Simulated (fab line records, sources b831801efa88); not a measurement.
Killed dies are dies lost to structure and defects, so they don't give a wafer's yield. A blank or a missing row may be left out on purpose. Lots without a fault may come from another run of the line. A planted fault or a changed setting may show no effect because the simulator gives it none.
fab line records | flow sky130
record lots=7 wafers=21 last_day=49
route steps=708 shown VIA1@460 PAD_OPEN@708
lots that met no fault: from a run of the same line without faults
start_h: hours from the record's first day to the start of the lot's first wafer shown | wait_h: hours since the lot's step before | " the same as in the row above | L1.1+2: a row that stands for several wafers | - no value, or no start given | * or withheld: withheld | < > ~ a bound
route shown NAME@n: a module of which the file shows steps, and the number in the route of the first | usual: mean/standard deviation of fault-free wafers | same: alike in all rows | chamber/n: place in a boat | sites: the reading at each site | _std_site: their standard deviation | _edge_site: outer sites' mean less inner sites' | radius_mm: how far each site lies from the wafer's centre | mask NAME#n: copy n | behind: the tool/chamber that last shaped the wafer | hold: why the lot was held/for how many hours/how that ended | device: the transistor (n, p or np) that didn't switch | end of line: the same wafers' tests at the end of the route | a step without rows: its recipe alone | killed: dies lost to structure and defects at the first sort, not the wafer's yield | map: a wafer's dies, x killed, . not, _ none there
set.NAME: the setting as run; set.NAME@STEP: as run at that earlier step | model.NAME: the simulator's own value behind a step, which no gauge read
lots at some steps of the route; a table a step, a row a wafer
services: from which hour (start_h, from the record's first day; less than 0 if before it) a tool's chamber was out of use, for how many hours, and why
## steps
# step SKY_VIA1_CMP_02
# recipe material=SiO2 down_force_psi=4 platen_rpm=60 pad_velocity_m_s=0.94248
# usual head_pressure_psi=4.001/0.0087 motor_current_A=12.0/1.1
# columns lot.wafer tool chamber start_h wait_h head_pressure_psi motor_current_A
L216.1 cmp-01 2 804.77 0.1 3.991 12.0
L216.4 " 0 " " 3.991 10.2
L216.5 " 2 " " 3.996 12.8
L217.2 cmp-02 3 809.47 0.0 3.990 12.7
L217.4 " 0 " " 4.012 12.5
L217.3 " 1 " " 3.999 11.2
L228.4 cmp-01 0 902.17 0.1 3.991 10.0
L228.2 " 2 " " 4.004 12.4
L228.5 " 3 " " 4.006 12.5
L225.4 cmp-01 0 903.42 0.1 4.002 9.9
L225.1 " 2 " " 4.005 12.5
L225.5 " 0 " " 3.996 10.4
L227.1 cmp-01 3 905.93 0.1 3.991 13.0
L227.2 " 2 " " 4.005 12.4
L227.5 " 0 " " 4.014 10.5
L224.4 cmp-02 2 910.08 0.0 4.003 14.2
L224.2 " 0 " " 4.001 11.8
L224.6 " 3 " " 4.027 12.8
L230.1 cmp-01 0 912.18 0.1 4.003 10.1
L230.4 " 1 " " 3.994 12.4
L230.6 " 0 " " 4.012 10.2
# step SKY_VIA1_BOW_MEAS_03
# recipe mode=bow
# usual VIA1_BOW=79/7.6
# columns lot.wafer tool chamber start_h wait_h VIA1_BOW[um]
L216.1 film_metro-04 - 805.07 0.2 74
L216.4 " - " " 83
L216.5 " - " " 84
L217.2 film_metro-03 - 809.79 0.3 74
L217.3 " - " " 83
L217.4 " - " " 79
L228.2 film_metro-02 - 902.44 0.1 70
L228.4 " - " " 69
L228.5 " - " " 70
L225.1 film_metro-02 - 903.67 0.1 88
L225.4 " - " " 90
L225.5 " - " " 74
L227.1 film_metro-02 - 906.23 0.2 75
L227.2 " - " " 96
L227.5 " - " " 84
L224.2 film_metro-03 - 910.40 0.2 89
L224.4 " - " " 86
L224.6 " - " " 70
L230.1 film_metro-02 - 912.48 0.2 86
L230.4 " - " " 82
L230.6 " - " " 65
# step SKY_VIA1_DEHYDRATE_04
# recipe temp_c=200 time_s=60
# step SKY_VIA1_HMDS_05
# recipe prime_time_s=60 prime_temp_c=120
# step SKY_VIA1_COAT_06
# recipe resist=BARC temp_c=withheld time_s=withheld spin_rpm=3000 resist_thk_nm=60
# step SKY_VIA1_COAT_07
# recipe resist=KrF-thick spin_rpm=3000 resist_thk_nm=450
# step SKY_VIA1_SOFTBAKE_08
# recipe temp_c=100 time_s=90 resist=KrF-thick
# step SKY_VIA1_EXPOSE_09
# recipe mask_id=VIM na=0.8 source_shape=annular sigma_inner=0.55 sigma_outer=0.85 target_cd_nm=150 dose_mj=38
# step SKY_VIA1_PEB_10
# recipe peb_temp_c=withheld peb_time_s=withheld resist=KrF-thick
# step SKY_VIA1_DEVELOP_11
# recipe develop_time_s=60 resist=KrF-thick dev_temp_c=21
# step SKY_VIA1_CD_MEAS_12
# recipe target_cd_nm=150
# usual cd_nm=150.1/1.4
# columns lot.wafer tool chamber start_h wait_h cd_nm
L216.1 cd_sem-01 - 831.00 - 148.9
L216.4 " - " " 149.0
L216.5 " - " " 148.7
L217.2 cd_sem-02 - 836.32 - 150.5
L217.3 " - " " 149.9
L217.4 " - " " 149.7
L228.2 cd_sem-02 - 928.43 - 152.9
L228.4 " - " " 149.9
L228.5 " - " " 151.2
L225.1 cd_sem-02 - 928.90 - 148.4
L225.4 " - " " 147.1
L225.5 " - " " 148.6
L227.1 cd_sem-01 - 931.61 - 148.9
L227.2 " - " " 149.6
L227.5 " - " " 149.4
L224.2 cd_sem-01 - 934.27 - 149.0
L224.4 " - " " 149.0
L224.6 " - " " 149.7
L230.1 cd_sem-02 - 938.16 - 149.8
L230.4 " - " " 150.2
L230.6 " - " " 149.2
# step SKY_VIA1_OVL_MEAS_13
# usual VIA1_OVL=1/5
# columns lot.wafer tool chamber start_h wait_h VIA1_OVL[nm]
L216.1 overlay-02 - 831.12 0.1 0
L216.4 " - " " 2
L216.5 " - " " -5
L217.2 overlay-02 - 836.43 0.1 4
L217.3 " - " " -2
L217.4 " - " " 4
L228.2 overlay-02 - 928.54 0.1 -5
L228.4 " - " " 2
L228.5 " - " " -2
L225.1 overlay-01 - 929.02 0.1 6
L225.4 " - " " 0
L225.5 " - " " -1
L227.1 overlay-02 - 931.73 0.1 6
L227.2 " - " " 5
L227.5 " - " " 5
L224.2 overlay-02 - 934.38 0.1 4
L224.4 " - " " 4
L224.6 " - " " -1
L230.1 overlay-01 - 938.28 0.1 3
L230.4 " - " " 5
L230.6 " - " " 0
# step SKY_VIA1_ETCH_14
# recipe chemistry=N2/H2 target=BARC ion_energy_ev=200 source_w=500 bias_w=100 pressure_mtorr=30 n2_flow_sccm=100 h2_flow_sccm=200 stop_on=SiO2 time_s=45.9 target_depth_a=600
# usual drypump_motor_current_A=5.7/0.49 oes_product_au=0.855/0.005 throttle_valve_pct=13.224/0.0095
# columns lot.wafer tool chamber start_h wait_h drypump_motor_current_A oes_product_au rf_hours_counter_h throttle_valve_pct model.KrF-thick_of_VIA1_COAT_07.thk_nm model.etch.depth_nm
L216.1 rie_diel-01 2 831.16 0.0 6.2 0.856 8 13.208 390 60.06
L216.4 " 0 " " 5.4 0.854 1 13.221 390.8 60.24
L216.5 " 1 " " 4.9 0.849 - 13.241 391.4 60.19
L217.2 rie_diel-04 3 836.46 0.0 6.5 0.848 11 13.226 392.6 59.96
L217.3 " 0 " " 6.0 0.855 7 13.209 392 59.88
L217.4 " 2 " " 5.8 0.852 17 13.227 390.9 60.16
L228.2 rie_diel-03 3 928.57 0.0 5.1 0.861 7 13.228 393.7 59.98
L228.4 " 1 " " 6.1 0.858 - 13.241 393.3 60.06
L228.5 " 3 " " 5.1 0.857 - 13.211 393.8 59.97
L225.1 rie_diel-03 3 929.06 0.0 5.1 0.853 7 13.215 393.8 60.01
L225.4 " 0 " " 5.8 0.857 - 13.223 392.3 60.17
L225.5 " 1 " " 6.0 0.855 - 13.228 392.2 60.11
L227.1 rie_diel-03 3 931.76 0.0 5.1 0.849 7 13.234 394 59.96
L227.2 " 1 " " 6.0 0.846 6 13.223 403.5 59.15
L227.5 " 0 " " 5.9 0.864 - 13.217 392 60.04
L224.2 rie_diel-03 2 934.41 0.0 5.9 0.851 13 13.229 402 59.85
L224.4 " 3 " " 5.1 0.859 7 13.225 393.1 60.21
L224.6 " 2 " " 5.9 0.850 - 13.217 402.4 59.39
L230.1 rie_diel-03 2 938.31 0.0 5.9 0.857 14 13.223 393.7 60.34
L230.4 " 3 " " 5.0 0.856 8 13.228 394.1 60.03
L230.6 " 1 " " 6.1 0.861 - 13.230 403 59.75
# step SKY_VIA1_ETCH_15
# recipe target=SiO2 chemistry=C4F8/O2/Ar target_depth_nm=351 stop_on=TiN mask_material=KrF-thick source_w=1500 bias_w=1200 pressure_mtorr=40 c4f8_flow_sccm=withheld O2_flow_sccm=6 Ar_flow_sccm=300 time_s=54
# usual oes_product_au=0.982/0.0053
# columns lot.wafer tool chamber start_h wait_h oes_product_au rf_hours_counter_h model.KrF-thick_of_VIA1_COAT_07.thk_nm
L216.1 rie_diel-01 2 831.20 0.0 0.976 8 320
L216.4 " 0 " " 0.984 1 320.4
L216.5 " 1 " " 0.993 - 321
L217.2 rie_diel-04 3 836.50 0.0 0.973 11 322.4
L217.3 " 0 " " 0.972 7 321.3
L217.4 " 2 " " 0.976 17 320.1
L228.2 rie_diel-03 3 928.61 0.0 0.985 7 323.8
L228.4 " 1 " " 0.987 - 322.9
L228.5 " 3 " " 0.990 - 324.1
L225.1 rie_diel-03 3 929.10 0.0 0.981 7 323.8
L225.4 " 0 " " 0.980 - 321.2
L225.5 " 1 " " 0.981 - 321.4
L227.1 rie_diel-03 3 931.80 0.0 0.979 7 324
L227.2 " 1 " " 0.979 6 333.8
L227.5 " 0 " " 0.984 - 321.7
L224.2 rie_diel-03 2 934.45 0.0 0.982 13 332.2
L224.4 " 3 " " 0.972 7 323.3
L224.6 " 2 " " 0.978 - 332.2
L230.1 rie_diel-03 2 938.35 0.0 0.976 14 324.1
L230.4 " 3 " " 0.991 8 325
L230.6 " 1 " " 0.981 - 333.8
# step SKY_VIA1_STRIP_16
# recipe chemistry=O2/N2 power_w=1400 pressure_mtorr=1500 platen_temp_c=withheld o2_flow_sccm=3000 n2_flow_sccm=300 overash_fraction=0.5
# usual drypump_motor_current_A=5.8/0.37 oes_product_au=0.416/0.0044 strip_time_to_endpoint_s=4.462/0.02
# columns lot.wafer tool chamber start_h wait_h drypump_motor_current_A oes_product_au rf_hours_counter_h strip_time_to_endpoint_s
L216.1 plasma_asher-03 1 831.25 0.0 5.3 0.412 67 4.422
L216.4 " 1 " " 5.3 0.411 - 4.445
L216.5 " 0 " " 5.8 0.418 - 4.444
L217.2 plasma_asher-03 1 836.55 0.0 5.3 0.415 68 4.458
L217.3 " 0 " " 5.8 0.417 - 4.435
L217.4 " 1 " " 5.3 0.421 - 4.416
L228.2 plasma_asher-02 0 928.66 0.0 6.4 0.418 110 4.479
L228.4 " 1 " " 6.3 0.417 - 4.465
L228.5 " 1 " " 6.3 0.413 - 4.486
L225.1 plasma_asher-01 0 929.15 0.0 5.4 0.419 19 4.472
L225.4 " 0 " " 5.4 0.414 - 4.453
L225.5 " 0 " " 5.4 0.418 - 4.427
L227.1 plasma_asher-03 0 931.85 0.0 5.7 0.415 78 4.473
L227.2 " 1 " " 5.3 0.425 78 4.575
L227.5 " 1 " " 5.3 0.415 - 4.442
L224.2 plasma_asher-03 1 934.50 0.0 5.3 0.418 78 4.546
L224.4 " 0 " " 5.7 0.414 - 4.484
L224.6 " 1 " " 5.3 0.420 - 4.547
L230.1 plasma_asher-03 0 938.40 0.0 5.7 0.414 78 4.484
L230.4 " 0 " " 5.8 0.414 - 4.485
L230.6 " 1 " " 5.3 0.416 - 4.576
# step SKY_VIA1_STRIP_17
# recipe chemistry=post_etch_residue_remover time_s=1200 temp_c=72.5
# step SKY_PAD_OPEN_PROBE_99
# usual defect_limited_yield=82.5/1.8 killed_at_M0_to_M3=43/6.6 killed_at_M4_up=3.2/1.8 killed_at_contacts=24/5 killed_at_front_end=15/4.5 killed_at_other=0.2/0.46 killed_dies=86/8.8 killed_on_rim=16/3.4 killed_open=48/6.6 killed_short=38/6.1 sort_bin_3_pad_short=0.8/0.42 sort_bin_5_function=10.4/1.4 sort_bin_6_memory=6.3/1 sort_n_pass=406/8.8 sort_yield_pct=82.5/1.8
# same gross_dies=492 killed_at_back_side=0 sort_bin_4_leakage[%]=0 sort_bin_8_speed[%]=0
# columns lot.wafer tool chamber start_h wait_h defect_limited_yield[%] killed_at_M0_to_M3 killed_at_M4_up killed_at_contacts killed_at_front_end killed_at_other killed_dies killed_on_rim killed_open killed_short sort_bin_3_pad_short[%] sort_bin_5_function[%] sort_bin_6_memory[%] sort_n_pass sort_yield_pct[%]
L216.1 prober-02 - 1107.70 0.1 82.1 56 2 21 9 0 88 17 49 39 1.4 10.0 6.5 404 82.1
L216.4 prober-02 - 1107.85 0.2 84.1 38 2 22 16 0 78 15 49 29 0.4 9.8 5.7 414 84.1
L216.5 prober-02 - 1107.90 0.2 83.1 42 6 13 22 0 83 19 44 39 0.8 10.6 5.5 409 83.1
L217.2 prober-01 - 1110.94 0.1 79.1 51 6 29 17 0 103 21 55 48 1.0 12.2 7.7 389 79.1
L217.3 prober-01 - 1110.99 0.2 83.3 41 1 21 18 1 82 14 47 35 0.6 10.6 5.5 410 83.3
L217.4 prober-01 - 1111.04 0.2 80.9 44 1 33 16 0 94 14 48 46 1.4 12.4 5.3 398 80.9
L225.1 prober-01 - 1178.48 0.1 81.3 50 3 19 20 0 92 22 45 47 0.8 12.4 5.5 400 81.3
L225.4 prober-01 - 1178.63 0.2 83.9 41 3 20 15 0 79 12 49 30 0 10.6 5.5 413 83.9
L225.5 prober-01 - 1178.68 0.2 82.7 43 2 22 18 0 85 20 52 33 0.6 8.7 7.9 407 82.7
L228.2 prober-02 - 1180.48 0.1 84.6 44 0 25 7 0 76 11 46 30 0.2 8.9 6.3 416 84.6
L228.4 prober-02 - 1180.58 0.2 83.5 39 8 25 9 0 81 24 37 44 0.6 10.6 5.3 411 83.5
L228.5 prober-02 - 1180.63 0.2 81.9 49 5 21 14 0 89 14 52 37 1.4 10.2 6.5 403 81.9
L227.1 prober-01 - 1181.58 0.1 83.9 44 1 17 17 0 79 13 39 40 0.8 7.7 7.5 413 83.9
L227.2 prober-01 - 1181.63 0.1 83.5 37 3 31 9 1 81 15 40 36 0.8 10.6 5.1 411 83.5
L227.5 prober-01 - 1181.78 0.2 82.3 44 3 24 16 0 87 16 47 40 0.2 12.0 5.5 405 82.3
L224.2 prober-02 - 1182.66 0.1 82.7 39 3 28 15 0 85 18 49 35 0.2 10.6 6.5 407 82.7
L224.4 prober-02 - 1182.76 0.2 83.1 33 4 27 17 2 83 18 51 32 0.6 11.0 5.3 409 83.1
L224.6 prober-02 - 1182.86 0.2 83.5 34 0 25 21 1 81 13 37 44 1.6 9.3 5.5 411 83.5
L230.1 prober-01 - 1185.81 0.1 81.7 53 3 22 11 1 90 10 55 35 1.4 11.8 5.1 402 81.7
L230.4 prober-01 - 1185.96 0.2 83.9 38 2 23 16 0 79 15 44 35 1.0 10.6 4.5 413 83.9
L230.6 prober-01 - 1186.06 0.2 80.1 57 0 26 15 0 98 21 60 36 1.4 11.0 7.5 394 80.1
# killed by level:class
L216.1 VIA1:geometric_particle:open=18 VIA3:geometric_particle:open=8 VIA1:geometric_particle:short=8 CONTACT:geometric_particle:open=7 POLY_GATE:geometric_particle:short=5 CONTACT:geometric_particle:short=5 LI_CONTACT:geometric_particle:open=4 METAL2:geometric_particle:short=4
L216.4 VIA1:geometric_particle:open=11 CONTACT:geometric_particle:open=9 FIELD_ISO:geometric_particle:open=5 POLY_GATE:geometric_particle:open=5 METAL1:geometric_particle:short=5 VIA2:geometric_particle:open=5 LI_CONTACT:geometric_particle:short=4 VIA3:geometric_particle:open=4
L216.5 VIA1:geometric_particle:open=7 FIELD_ISO:geometric_particle:open=6 CONTACT:geometric_particle:open=6 METAL1:geometric_particle:short=6 VIA1:geometric_particle:short=6 FIELD_ISO:geometric_particle:short=5 VIA2:geometric_particle:short=5 VIA2:geometric_particle:open=5
L217.2 CONTACT:geometric_particle:open=13 VIA2:geometric_particle:open=11 VIA1:geometric_particle:open=10 FIELD_ISO:geometric_particle:short=9 METAL1:geometric_particle:short=7 LI_CONTACT:geometric_particle:open=6 CONTACT:geometric_particle:short=6 VIA3:geometric_particle:open=6
L217.3 VIA1:geometric_particle:open=13 CONTACT:geometric_particle:open=8 FIELD_ISO:geometric_particle:short=7 VIA1:geometric_particle:short=7 LI_CONTACT:geometric_particle:open=5 VIA2:geometric_particle:open=5 METAL1:geometric_particle:short=5 SPACER:geometric_particle:open=4
L217.4 CONTACT:geometric_particle:open=11 VIA2:geometric_particle:open=10 CONTACT:geometric_particle:short=9 FIELD_ISO:geometric_particle:open=7 LI_CONTACT:geometric_particle:open=7 METAL2:geometric_particle:short=6 VIA2:geometric_particle:short=5 LOCAL_INTERCONNECT:geometric_particle:short=5
L225.1 LI_CONTACT:geometric_particle:open=9 FIELD_ISO:geometric_particle:short=7 METAL2:geometric_particle:short=7 VIA3:geometric_particle:open=7 VIA1:geometric_particle:open=6 FIELD_ISO:geometric_particle:open=5 METAL3:geometric_particle:short=5 CONTACT:geometric_particle:open=5
L225.4 VIA3:geometric_particle:open=9 VIA2:geometric_particle:open=7 CONTACT:geometric_particle:open=7 LI_CONTACT:geometric_particle:open=6 POLY_GATE:geometric_particle:open=4 POLY_GATE:geometric_particle:short=4 METAL1:geometric_particle:open=4 METAL1:geometric_particle:short=4
L225.5 VIA1:geometric_particle:open=12 VIA3:geometric_particle:open=10 POLY_GATE:geometric_particle:open=6 LI_CONTACT:geometric_particle:short=6 LI_CONTACT:geometric_particle:open=5 METAL1:geometric_particle:short=5 CONTACT:geometric_particle:open=5 CONTACT:geometric_particle:short=5
L228.2 CONTACT:geometric_particle:open=11 VIA1:geometric_particle:short=11 VIA2:geometric_particle:open=11 VIA1:geometric_particle:open=8 LI_CONTACT:geometric_particle:open=5 LI_CONTACT:geometric_particle:short=5 VIA3:geometric_particle:open=5 METAL1:geometric_particle:short=4
L228.4 CONTACT:geometric_particle:open=8 CONTACT:geometric_particle:short=7 VIA1:geometric_particle:open=7 VIA3:geometric_particle:open=7 METAL4:geometric_particle:short=7 METAL2:geometric_particle:short=6 VIA2:geometric_particle:open=6 METAL1:geometric_particle:short=5
L228.5 VIA1:geometric_particle:open=12 VIA3:geometric_particle:open=9 LI_CONTACT:geometric_particle:open=8 CONTACT:geometric_particle:open=8 VIA1:geometric_particle:short=7 METAL1:geometric_particle:short=5 FIELD_ISO:geometric_particle:short=4 FIELD_ISO:geometric_particle:open=3
L227.1 CONTACT:geometric_particle:open=9 METAL1:geometric_particle:short=8 METAL2:geometric_particle:short=8 VIA1:geometric_particle:open=6 VIA2:geometric_particle:open=6 FIELD_ISO:geometric_particle:open=4 VIA1:geometric_particle:short=4 METAL3:geometric_particle:short=4
L227.2 CONTACT:geometric_particle:open=9 VIA1:geometric_particle:open=9 LOCAL_INTERCONNECT:geometric_particle:short=6 METAL1:geometric_particle:short=6 LI_CONTACT:geometric_particle:short=5 CONTACT:geometric_particle:short=5 METAL2:geometric_particle:short=5 VIA3:geometric_particle:open=5
L227.5 METAL2:geometric_particle:short=12 VIA2:geometric_particle:open=8 CONTACT:geometric_particle:open=7 LI_CONTACT:geometric_particle:open=6 CONTACT:geometric_particle:short=6 VIA3:geometric_particle:open=6 FIELD_ISO:geometric_particle:open=5 VIA1:geometric_particle:open=5
L224.2 CONTACT:geometric_particle:open=10 VIA1:geometric_particle:open=10 METAL1:geometric_particle:short=8 LI_CONTACT:geometric_particle:open=7 VIA2:geometric_particle:open=7 LOCAL_INTERCONNECT:geometric_particle:short=6 METAL2:geometric_particle:short=5 FIELD_ISO:geometric_particle:open=3
L224.4 LI_CONTACT:geometric_particle:open=9 CONTACT:geometric_particle:open=9 VIA1:geometric_particle:open=8 VIA2:geometric_particle:open=8 FIELD_ISO:geometric_particle:open=5 METAL2:geometric_particle:short=4 METAL1:geometric_particle:short=4 CONTACT:geometric_particle:short=4
L224.6 METAL2:geometric_particle:short=8 LI_CONTACT:geometric_particle:short=7 CONTACT:geometric_particle:open=7 VIA1:geometric_particle:open=7 VIA2:geometric_particle:open=7 FIELD_ISO:geometric_particle:open=5 POLY_GATE:geometric_particle:open=5 CONTACT:geometric_particle:short=5
L230.1 VIA1:geometric_particle:open=14 CONTACT:geometric_particle:open=11 VIA2:geometric_particle:open=7 VIA3:geometric_particle:open=5 METAL1:geometric_particle:short=4 VIA3:geometric_particle:short=4 VIA1:geometric_particle:short=4 METAL2:geometric_particle:short=4
L230.4 VIA1:geometric_particle:open=12 CONTACT:geometric_particle:open=7 FIELD_ISO:geometric_particle:short=6 VIA2:geometric_particle:open=6 VIA3:geometric_particle:open=6 LOCAL_INTERCONNECT:geometric_particle:short=5 POLY_GATE:geometric_particle:short=4 LI_CONTACT:geometric_particle:open=4
L230.6 VIA1:geometric_particle:open=13 CONTACT:geometric_particle:open=12 VIA3:geometric_particle:open=12 VIA2:geometric_particle:open=11 CONTACT:geometric_particle:short=7 METAL1:geometric_particle:short=6 FIELD_ISO:geometric_particle:open=5 FIELD_ISO:geometric_particle:short=4
## services
# columns tool chamber start_h hours kind
rie_diel-03 - 780.82 4.3 pm
rie_diel-03 3 785.55 7.8 repair
rie_diel-03 - 797.78 0.4 repair
rie_diel-04 2 801.32 11.2 repair
cmp-01 - 807.91 5.2 repair
rie_diel-04 1 810.29 6.7 repair
cmp-02 - 816.19 2.3 repair
rie_diel-04 1 819.86 10.0 repair
plasma_asher-02 - 835.97 7.1 repair
rie_diel-01 - 843.42 14.6 pm
plasma_asher-01 - 874.03 6.4 pm
plasma_asher-03 - 886.89 0.4 repair
cmp-02 - 893.04 1.4 repair
cmp-02 - 902.98 0.9 repair
cmp-02 - 912.00 4.0 pm
cmp-02 - 916.00 - consumable_replace:conditioner
cmp-02 - 916.00 - consumable_replace:pad
cmp-02 - 916.54 2.3 repair
rie_diel-03 2 924.30 5.2 repair
rie_diel-04 - 924.58 14.6 pm
## key
first_sign step=SKY_VIA1_STRIP_16 reading=strip_time_to_endpoint_s direction=up sigmas=5 usual=* struck=*
effect none on later readings
model_effect step=SKY_VIA1_ETCH_14 value=KrF-thick_of_VIA1_COAT_07.thk_nm without=392.6 struck=402.7
model_effect step=SKY_VIA1_ETCH_15 value=KrF-thick_of_VIA1_COAT_07.thk_nm without=322.9 struck=333
met_at SKY_VIA1_ETCH_14
struck_wafers L224.2,L224.6,L227.2,L230.6
onset_between 929.06 931.76
fault kind=process_parameter_drift tool=rie_diel-03 chamber=- onset_h=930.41 steps=SKY_VIA1_ETCH_14 channel=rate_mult offset=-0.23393 shape=step end_h=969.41 scope=struck_wafers_only
